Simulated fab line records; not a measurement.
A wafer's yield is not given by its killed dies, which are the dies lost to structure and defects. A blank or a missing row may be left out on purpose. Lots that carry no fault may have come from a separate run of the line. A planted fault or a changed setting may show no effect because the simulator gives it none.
fab line records	flow gf180mcu
record: lots: 13	wafers: 39	last-day: 34
route steps=602 shown SAB@264 V1@339 V3@455 M4@461
lots that met no fault: from a run of the same line without faults
start-h: start of the lot's first displayed wafer, in hours after the record's first day	wait-h: hours from the lot's prior step to this one	" repeats the value in the row above	L1.1+2: a row that stands for several wafers	- no value present, or no start provided	* or withheld: withheld	< > ~ a bound
route shown NAME@n: a module of which the file shows steps, and the number in the route of the first	usual: mean/standard deviation of fault-free wafers	same: alike in all rows	chamber/n: place in a boat	sites: readings site by site	_std_site: their standard deviation	_edge_site: inner sites' mean taken away from outer sites' mean	radius-mm: how far each site lies from the wafer's centre	mask NAME#n: copy n	behind: tool/chamber where the wafer was last shaped	hold: cause of the lot's hold/its duration in hours/its outcome	device: which transistor (n, p or np) failed to switch	end of line: tests of these same wafers at the route's end	where a step has no rows: the recipe by itself	killed: not the wafer's yield, but the dies lost to structure and defects at the first sort	map: per-die view of a wafer (x killed, . not killed, _ where there is no die)
set.NAME: the setting that was run; set.NAME@STEP: the one run at that earlier step	model.NAME: the simulator's own value behind a step, which no gauge read
a sample of lots followed through the steps of the route, with each step as a table and each wafer as a row
services: a tool's chamber out of use, with start hour (start-h, from the record's first day; less than 0 if before it), hours out, and reason
== steps ==
step: GF_SAB_CVD_00
recipe: material: SiO2	target-thk-nm: 50	precursor: TEOS	temp-c: 400	time-s: 4.9302	rf-w: 600
usual: heater-power-w: 637/57
lot.wafer	tool	chamber	start-h	wait-h	heater-power-w
L427.2	pecvd-01	1	325.00	0.1	693
L427.4	"	1	"	"	687
L427.5	"	0	"	"	610
L428.1	pecvd-02	1	336.91	0.1	625
L428.2	"	0	"	"	631
L428.3	"	2	"	"	642
L430.2	pecvd-04	0	341.01	0.1	588
L430.5	"	0	"	"	593
L430.6	"	2	"	"	687
L431.2	pecvd-04	0	353.61	0.1	520
L431.3	"	2	"	"	666
L431.5	"	1	"	"	584
L432.1	pecvd-02	1	362.33	0.1	616
L432.3	"	2	"	"	641
L432.5	"	0	"	"	596
L434.3	pecvd-01	2	374.46	0.1	645
L434.4	"	1	"	"	700
L434.6	"	0	"	"	645
L442.1	pecvd-01	0	452.65	0.1	607
L442.3	"	1	"	"	614
L442.6	"	1	"	"	614
L443.1	pecvd-01	1	457.60	0.1	660
L443.2	"	0	"	"	570
L443.5	"	1	"	"	657
L444.1	pecvd-02	1	463.35	0.1	711
L444.5	"	2	"	"	708
L444.6	"	0	"	"	582
L445.1	pecvd-04	1	474.35	0.1	568
L445.2	"	2	"	"	688
L445.4	"	0	"	"	490
L446.1	pecvd-04	1	484.00	0.1	677
L446.2	"	0	"	"	571
L446.3	"	2	"	"	667
L447.1	pecvd-02	1	490.15	0.1	742
L447.5	"	0	"	"	636
L447.6	"	2	"	"	636
L449.1	pecvd-04	1	510.25	0.1	678
L449.2	"	0	"	"	543
L449.3	"	0	"	"	531
step: GF_SAB_THK_MEAS_01
recipe: reads: SiO2_of_SAB_CVD_00
usual: SAB_CVD_00_THK: 50.0/0.64
lot.wafer	tool	chamber	start-h	wait-h	SAB_CVD_00_THK[nm]
L427.2	film-metro-01	-	325.03	0.0	50.0
L427.4	"	-	"	"	50.1
L427.5	"	-	"	"	50.1
L428.1	film-metro-04	-	336.93	0.0	49.5
L428.2	"	-	"	"	49.4
L428.3	"	-	"	"	48.3
L430.2	film-metro-01	-	341.04	0.0	49.6
L430.5	"	-	"	"	51.3
L430.6	"	-	"	"	49.7
L431.2	film-metro-01	-	353.64	0.0	49.4
L431.3	"	-	"	"	48.9
L431.5	"	-	"	"	50.5
L432.1	film-metro-03	-	362.35	0.0	49.6
L432.3	"	-	"	"	49.4
L432.5	"	-	"	"	50.8
L434.3	film-metro-03	-	374.50	0.0	49.5
L434.4	"	-	"	"	51.6
L434.6	"	-	"	"	50.5
L442.1	film-metro-04	-	452.67	0.0	43.5
L442.3	"	-	"	"	43.2
L442.6	"	-	"	"	44.4
L443.1	film-metro-04	-	457.62	0.0	42.9
L443.2	"	-	"	"	42.6
L443.5	"	-	"	"	43.3
L444.1	film-metro-04	-	463.37	0.0	50.0
L444.5	"	-	"	"	49.2
L444.6	"	-	"	"	50.5
L445.1	film-metro-04	-	474.37	0.0	50.4
L445.2	"	-	"	"	49.3
L445.4	"	-	"	"	51.1
L446.1	film-metro-04	-	484.02	0.0	50.5
L446.2	"	-	"	"	50.4
L446.3	"	-	"	"	50.2
L447.1	film-metro-04	-	490.17	0.0	50.1
L447.5	"	-	"	"	50.7
L447.6	"	-	"	"	49.6
L449.1	film-metro-03	-	510.28	0.0	50.1
L449.2	"	-	"	"	49.6
L449.3	"	-	"	"	50.1
step: GF_V1_CMP_04
recipe: material: SiO2	down-force-psi: 4	platen-rpm: 60	pad-velocity-m-s: 0.94248
usual: motor-current-A: 11.8/0.64	slurry-filter-dp-kPa: 13.51/0.13	time-to-endpoint-s: 80/5.6
lot.wafer	tool	chamber	start-h	wait-h	motor-current-A	slurry-filter-dp-kPa	time-to-endpoint-s
L427.2	cmp-02	2	395.96	0.0	11.8	13.14	82
L427.4	"	1	"	"	11.6	13.64	80
L427.5	"	2	"	"	11.4	13.67	84
L428.1	cmp-02	1	407.82	0.1	11.5	13.52	80
L428.3	"	2	"	"	11.3	13.61	83
L428.2	"	3	"	"	11.4	13.28	80
L430.2	cmp-02	3	412.32	0.1	11.7	13.45	81
L430.5	"	1	"	"	11.9	13.62	81
L430.6	"	2	"	"	11.2	13.54	86
L431.2	cmp-02	1	426.18	0.1	11.7	13.57	68
L431.3	"	2	"	"	11.8	13.51	75
L431.5	"	3	"	"	11.8	13.44	86
L432.3	cmp-01	3	435.33	0.1	12.6	13.44	70
L432.1	"	1	"	"	11.9	13.55	74
L432.5	"	3	"	"	12.8	13.45	75
L434.3	cmp-01	1	447.27	0.1	11.9	13.62	79
L434.4	"	2	"	"	11.0	13.57	78
L434.6	"	0	"	"	11.1	13.59	80
L442.3	cmp-02	3	529.00	0.1	11.1	13.47	79
L442.1	"	0	"	"	12.3	13.53	77
L442.6	"	3	"	"	12.2	13.78	86
L443.1	cmp-02	0	532.08	0.2	12.8	13.44	83
L443.2	"	2	"	"	12.4	13.61	84
L443.5	"	3	"	"	12.2	13.57	88
L444.1	cmp-02	1	537.57	0.2	11.6	13.62	81
L444.6	"	0	"	"	12.3	13.67	88
L444.5	"	1	"	"	11.4	13.50	81
L445.4	cmp-02	2	548.64	0.1	11.8	13.43	78
L445.2	"	3	"	"	11.7	13.57	79
L445.1	"	0	"	"	13.2	13.77	72
L446.1	cmp-02	2	557.17	0.1	11.4	13.51	79
L446.2	"	3	"	"	11.8	13.50	80
L446.3	"	0	"	"	12.8	13.38	81
L447.1	cmp-02	0	563.77	0.2	12.2	13.46	82
L447.6	"	0	"	"	11.9	13.59	85
L447.5	"	1	"	"	11.6	13.57	78
L449.2	cmp-01	2	582.62	0.4	11.0	13.36	76
L449.1	"	3	"	"	12.1	13.37	75
L449.3	"	1	"	"	11.9	13.24	77
step: GF_V3_CMP_26
recipe: stop-on: SiO2	down-force-psi: 3.5	platen-rpm: 60	t-overpolish-s: 15	target-thk-nm: 0	pad-velocity-m-s: 0.94248
usual: motor-current-A: 10.8/0.61	overpolish-run-s: 15.001/0.009	slurry-filter-dp-kPa: 13.50/0.14	time-to-endpoint-s: 84/4
lot.wafer	tool	chamber	start-h	wait-h	motor-current-A	overpolish-run-s	slurry-filter-dp-kPa	time-to-endpoint-s
L427.2	cmp-01	0	523.27	0.0	10.5	14.998	13.54	83
L427.4	"	3	"	"	11.1	15.012	13.55	92
L427.5	"	0	"	"	10.2	15.003	13.44	87
L428.1	cmp-02	3	533.98	0.1	11.0	15.003	13.49	85
L428.3	"	0	"	"	11.2	14.999	13.39	91
L428.2	"	1	"	"	10.0	14.988	13.61	79
L430.2	cmp-02	0	538.63	0.0	11.2	15.009	13.34	84
L430.6	"	0	"	"	11.3	14.988	13.52	81
L430.5	"	1	"	"	10.7	14.995	13.59	78
L431.3	cmp-02	1	553.62	0.1	10.6	15.001	13.25	77
L431.2	"	3	"	"	10.9	15.004	13.40	82
L431.5	"	1	"	"	10.4	15.004	13.54	78
L432.1	cmp-01	3	561.46	0.1	12.4	15.001	13.56	79
L432.3	"	0	"	"	10.0	14.998	13.27	86
L432.5	"	0	"	"	11.1	15.006	13.52	85
L434.4	cmp-01	3	570.81	0.1	11.4	14.991	13.28	81
L434.3	"	1	"	"	11.6	15.002	13.27	92
L434.6	"	2	"	"	9.9	14.985	13.39	86
L442.1	cmp-01	2	643.97	0.1	10.0	15.003	13.57	84
L442.3	"	3	"	"	10.8	15.021	13.54	80
L442.6	"	2	"	"	9.9	14.993	13.61	81
L443.2	cmp-01	1	646.13	0.2	10.4	15.005	13.38	86
L443.1	"	2	"	"	10.0	15.005	13.32	86
L443.5	"	1	"	"	11.2	15.001	13.40	89
L444.1	cmp-02	2	650.72	0.2	10.8	14.989	13.45	85
L444.6	"	3	"	"	10.9	15.012	13.43	88
L444.5	"	0	"	"	11.5	15.008	13.48	88
L445.4	cmp-01	1	660.22	0.0	10.8	15.010	13.39	90
L445.1	"	3	"	"	11.5	14.991	13.39	84
L445.2	"	0	"	"	10.2	15.006	13.72	83
L446.3	cmp-02	1	668.68	0.1	10.7	15.014	13.50	76
L446.2	"	2	"	"	10.7	15.009	13.24	83
L446.1	"	3	"	"	11.0	14.994	13.51	84
L447.1	cmp-01	1	674.87	0.2	11.3	14.996	13.59	88
L447.5	"	2	"	"	9.8	14.998	13.71	83
L447.6	"	3	"	"	11.5	15.009	13.71	85
L449.3	cmp-02	0	690.22	0.0	10.9	14.988	13.23	85
L449.1	"	1	"	"	10.1	15.010	13.35	78
L449.2	"	2	"	"	11.3	14.998	13.55	85
step: GF_M4_RS_MEAS_05
recipe: thk-meas-gauge: four-point-probe	reads: TiN_of_M4_SPUTTER_04+Ti_of_M4_SPUTTER_03+AlCu_of_M4_SPUTTER_02+TiN_of_M4_SPUTTER_01+Ti_of_M4_SPUTTER_00
usual: M4_ALCU_RS: 0.0696/0.00069
lot.wafer	tool	chamber	start-h	wait-h	M4_ALCU_RS[ohm/sq]
L427.2	film-metro-04	-	523.81	0.0	0.0719
L427.4	"	-	"	"	0.0703
L427.5	"	-	"	"	0.0700
L428.1	film-metro-04	-	534.45	0.0	0.0699
L428.2	"	-	"	"	0.0696
L428.3	"	-	"	"	0.0692
L430.2	film-metro-03	-	539.17	0.0	0.0693
L430.5	"	-	"	"	0.0696
L430.6	"	-	"	"	0.0694
L431.2	film-metro-03	-	554.16	0.0	0.0683
L431.3	"	-	"	"	0.0690
L431.5	"	-	"	"	0.0680
L432.1	film-metro-03	-	561.98	0.0	0.0698
L432.3	"	-	"	"	0.0707
L432.5	"	-	"	"	0.0711
L434.3	film-metro-03	-	571.32	0.1	0.0684
L434.4	"	-	"	"	0.0685
L434.6	"	-	"	"	0.0691
L442.1	film-metro-03	-	644.49	0.0	0.0690
L442.3	"	-	"	"	0.0697
L442.6	"	-	"	"	0.0691
L443.1	film-metro-02	-	646.65	0.0	0.0707
L443.2	"	-	"	"	0.0694
L443.5	"	-	"	"	0.0709
L444.1	film-metro-03	-	651.09	0.0	0.0689
L444.5	"	-	"	"	0.0687
L444.6	"	-	"	"	0.0695
L445.1	film-metro-03	-	660.74	0.0	0.0695
L445.2	"	-	"	"	0.0696
L445.4	"	-	"	"	0.0708
L446.1	film-metro-02	-	669.15	0.0	0.0695
L446.2	"	-	"	"	0.0692
L446.3	"	-	"	"	0.0686
L447.1	film-metro-04	-	675.24	0.0	0.0693
L447.5	"	-	"	"	0.0707
L447.6	"	-	"	"	0.0701
L449.1	film-metro-03	-	690.74	0.0	0.0689
L449.2	"	-	"	"	0.0704
L449.3	"	-	"	"	0.0697
== services ==
tool	chamber	start-h	hours	kind
cmp-01	-	316.11	0.3	repair
cmp-01	-	317.09	0.3	repair
cmp-01	-	331.74	4.6	repair
cmp-01	-	332.13	1.2	repair
cmp-02	-	332.82	0.3	repair
cmp-01	-	342.73	2.0	repair
cmp-02	-	346.00	0.7	repair
cmp-02	-	348.70	0.8	repair
cmp-01	-	350.73	0.8	repair
cmp-01	-	391.53	5.0	repair
cmp-01	-	401.79	1.7	repair
cmp-01	-	404.00	4.0	pm
cmp-01	-	476.25	3.7	repair
cmp-02	-	508.80	2.8	repair
cmp-02	-	512.09	12.3	repair
cmp-01	-	524.47	22.9	pm
cmp-01	-	547.39	7.0	pm
cmp-01	-	562.17	1.8	repair
cmp-02	-	572.04	4.0	pm
cmp-02	-	579.70	4.5	pm
cmp-02	-	601.50	0.3	repair
cmp-01	-	628.71	3.6	repair
cmp-02	-	644.95	5.6	repair
cmp-02	-	681.65	0.4	repair
== key ==
first-sign: step: GF_SAB_THK_MEAS_01	reading: SAB_CVD_00_THK	direction: down	sigmas: 10	usual: 50.0	struck: 43.3
effect none on later readings
met-at GF_SAB_CVD_00
struck-lots L442,L443
tester-left-out L442,L443
not-acting-at GF_V1_CMP_04,GF_V3_CMP_26,GF_M4_RS_MEAS_05
onset-between 374.46 452.65
fault: kind: process-parameter-drift	tool: pecvd-01	chamber: -	onset-h: 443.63	steps: GF_SAB_CVD_00	channel: time-s	offset: *	shape: step	end-h: 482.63	acts-in: *	stated: *
tester-left-out: of these lots the tester's yield and bins aren't shown, on N5 and GAA mostly nor the transistor test; their killed dies are dies lost to structure and defects alone, not to doping, threshold or leakage, so they don't give the yield
